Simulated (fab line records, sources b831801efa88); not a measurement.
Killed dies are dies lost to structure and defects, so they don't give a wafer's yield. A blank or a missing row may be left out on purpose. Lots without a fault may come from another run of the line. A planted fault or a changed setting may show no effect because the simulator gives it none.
Chamber matching | flow gf180mcu | GF_M5_ETCH_09 on rie_diel-04: 4 sister chambers
The step etches Si3N4 in CF4/O2, target depth 52 nm, time 11.6 s. 4 wafers are shown with their chamber, then 8 later ones without.

WAFERS WITH THEIR CHAMBER
wafer  | chamber | oes_product_au (a.u.)
L081.2 | 3       | 0.998
L085.2 | 0       | 1.012
L085.5 | 1       | 1.015
L087.1 | 2       | 0.978

WAFERS WITHOUT THEIR CHAMBER
wafer  | oes_product_au (a.u.)
L087.3 | 0.998
L087.6 | 0.998
L090.1 | 1.001
L090.2 | 0.978
L090.3 | 1.010
L095.4 | 1.007
L095.5 | 0.989
L095.6 | 0.983

WHICH CHAMBER EACH WENT THROUGH
wafer  | from the rows above          | in truth
L087.3 | 3                            | 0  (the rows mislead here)
L087.6 | 3                            | 3
L090.1 | can't be placed: 3 or 0      | 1
L090.2 | 2                            | 2
L090.3 | can't be placed: 0 or 1      | 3
L095.4 | can't be placed: 0 or 1 or 3 | 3
L095.5 | can't be placed: 3 or 2      | 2
L095.6 | 2                            | 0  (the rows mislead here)
Placed correctly: 2 of 8. Can't be placed from these rows: 4 (the true chamber is among the candidates in 2). Placed wrongly: 2.
How it was worked out, from the rows above alone: a wafer's distance from a chamber is the root of the sum, over the readings, of the square of ((its reading less the chamber's mean) divided by the reading's scatter). The wafer belongs to the nearest chamber; if the next one is less than 2 further off, it can't be placed. A chamber's mean is the mean of its shown wafers. The scatter: with one shown wafer a chamber, the root of the mean of the squares of how far each hidden wafer lies from its nearest shown one.
